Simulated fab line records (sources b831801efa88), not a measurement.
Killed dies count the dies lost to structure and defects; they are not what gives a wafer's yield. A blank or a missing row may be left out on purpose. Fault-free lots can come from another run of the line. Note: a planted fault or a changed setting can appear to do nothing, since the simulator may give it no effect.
Which of the tools did it?	flow sky130	11 lots with 33 wafers sampled at 3 steps, on a route of 708 steps

== WHAT EACH GAUGE READ, for each wafer ==
SKY_VIA4_RS_MEAS_19: the measuring method here is four-point-probe. Usual: VIA4_W_RS gives 0.226 ohm/sq (standard deviation 0.004).
lot	measured	on	VIA4_W_RS (ohm/sq)	flag
L487	day 42 13:23	filmMetro-01	0.229 0.222 0.223	
L488	day 43 03:54	filmMetro-01	0.229 0.225 0.230	
L489	day 43 04:46	filmMetro-04	0.222 0.221 0.222	
L494	day 44 19:52	filmMetro-02	0.216 0.224 0.222	
L502	day 47 01:37	filmMetro-04	0.231 0.230 0.230	
L504	day 47 10:14	filmMetro-02	0.229 0.225 0.231	
L505	day 47 12:58	filmMetro-04	0.226 0.230 0.233	
L506	day 47 19:43	filmMetro-01	0.224 0.224 0.229	
L507	day 47 19:30	filmMetro-02	0.222 0.221 0.225	
L508	day 48 06:50	filmMetro-04	0.230 0.224 0.232	
L510	day 48 14:34	filmMetro-02	0.223 0.228 0.227	

== WHICH TOOL RAN EACH LOT (tool, then ch and the chambers of the sampled wafers, then the start) ==
lot	SKY_VIA2_CMP_24	SKY_VIA4_CVD_18
L487	cmp-02 ch 0,1,3, day 36 04:00	cvdW-01 ch 0,1, day 42 13:13
L488	cmp-02 ch 1,2,3, day 36 14:16	cvdW-02 ch 0,1, day 43 03:45
L489	cmp-02 ch 0,1,2, day 36 16:59	cvdW-01 ch 0, day 43 04:37
L494	cmp-02 ch 0,1,2, day 38 14:44	cvdW-01 ch 0,1, day 44 19:41
L502	cmp-02 ch 0,1,3, day 41 05:25	cvdW-02 ch 0, day 47 01:28
L504	cmp-01 ch 1,2,3, day 41 14:55	cvdW-02 ch 0,1, day 47 10:05
L505	cmp-02 ch 0,1,2, day 41 19:23	cvdW-02 ch 0,1, day 47 12:48
L506	cmp-01 ch 1,2, day 42 04:14	cvdW-01 ch 0,1, day 47 19:32
L507	cmp-02 ch 0,2,3, day 42 05:28	cvdW-02 ch 0,1, day 47 19:21
L508	cmp-01 ch 1,3, day 42 12:51	cvdW-01 ch 0,1, day 48 06:39
L510	cmp-02 ch 0,1,2, day 43 03:57	cvdW-01 ch 0,1, day 48 14:25
- SKY_VIA2_CMP_24: polishes, stops on SiO2, t overpolish 20 s, target thk 0 nm.
- SKY_VIA4_CVD_18: deposits W, target thk 505 nm, time 152.14 s.

== AS READ BY THE TOOLS THEMSELVES (means over the sampled wafers that have a number; for cases with no such wafer, the mark the record gives instead) ==
SKY_VIA2_CMP_24. Usual: motorCurrentA 11.5 A, standard deviation 1.1; overpolishRunS 20.000 s, standard deviation 0.009; platenRpm 59.99 rpm, standard deviation 0.039; slurryFlowMlMin 150.0, standard deviation 0.49; timeToEndpointS 103 s, standard deviation 4.2.
lot	tool	motorCurrentA (A)	overpolishRunS (s)	platenRpm (rpm)	slurryFlowMlMin	timeToEndpointS (s)	flag
L487	cmp-02	11.6	20.002	59.99	150.5	99	
L488	cmp-02	11.7	20.007	59.98	149.4	100	
L489	cmp-02	12.4	20.007	60.01	150.2	103	
L494	cmp-02	12.5	19.995	59.99	150.0	108	
L502	cmp-02	11.2	19.998	59.99	149.8	103	
L504	cmp-01	11.0	19.995	59.97	149.9	104	
L505	cmp-02	12.6	20.002	59.98	150.4	98	
L506	cmp-01	10.8	20.006	59.97	149.8	105	
L507	cmp-02	11.5	20.002	60.00	150.2	100	
L508	cmp-01	11.0	20.004	59.97	150.2	101	
L510	cmp-02	12.0	19.996	60.00	150.1	106	

SKY_VIA4_CVD_18. Usual: heaterPowerOuterW 484 W, standard deviation 29; heaterPowerW 794 W, standard deviation 45.
lot	tool	heaterPowerOuterW (W)	heaterPowerW (W)	flag
L487	cvdW-01	443	770	
L488	cvdW-02	505	817	
L489	cvdW-01	436	796	
L494	cvdW-01	466	748	
L502	cvdW-02	503	822	
L504	cvdW-02	514	822	
L505	cvdW-02	507	834	
L506	cvdW-01	450	780	
L507	cvdW-02	499	841	
L508	cvdW-01	462	758	
L510	cvdW-01	474	765	

== THE ANSWER, worked out from the rows above alone ==
Rule: take the mean of a lot's wafers that have a number; if it is more than 3 standard deviations from the usual mean, the lot is off. Also off: a lot with no number at a reading for which 4 or more lots have one. Where the step has rows for the other lots, those lots are counted as sound. Order of review: gauges by route order, followed by the tools' own readings, for which a lot's mean as printed above is used. At the first step where some lot is off, the reading lying furthest off is the one used; lots without a number count as furthest.
Nothing can be told from this: no lot is off at any reading shown.

== WHAT THE SIMULATOR HAD INSERTED ==
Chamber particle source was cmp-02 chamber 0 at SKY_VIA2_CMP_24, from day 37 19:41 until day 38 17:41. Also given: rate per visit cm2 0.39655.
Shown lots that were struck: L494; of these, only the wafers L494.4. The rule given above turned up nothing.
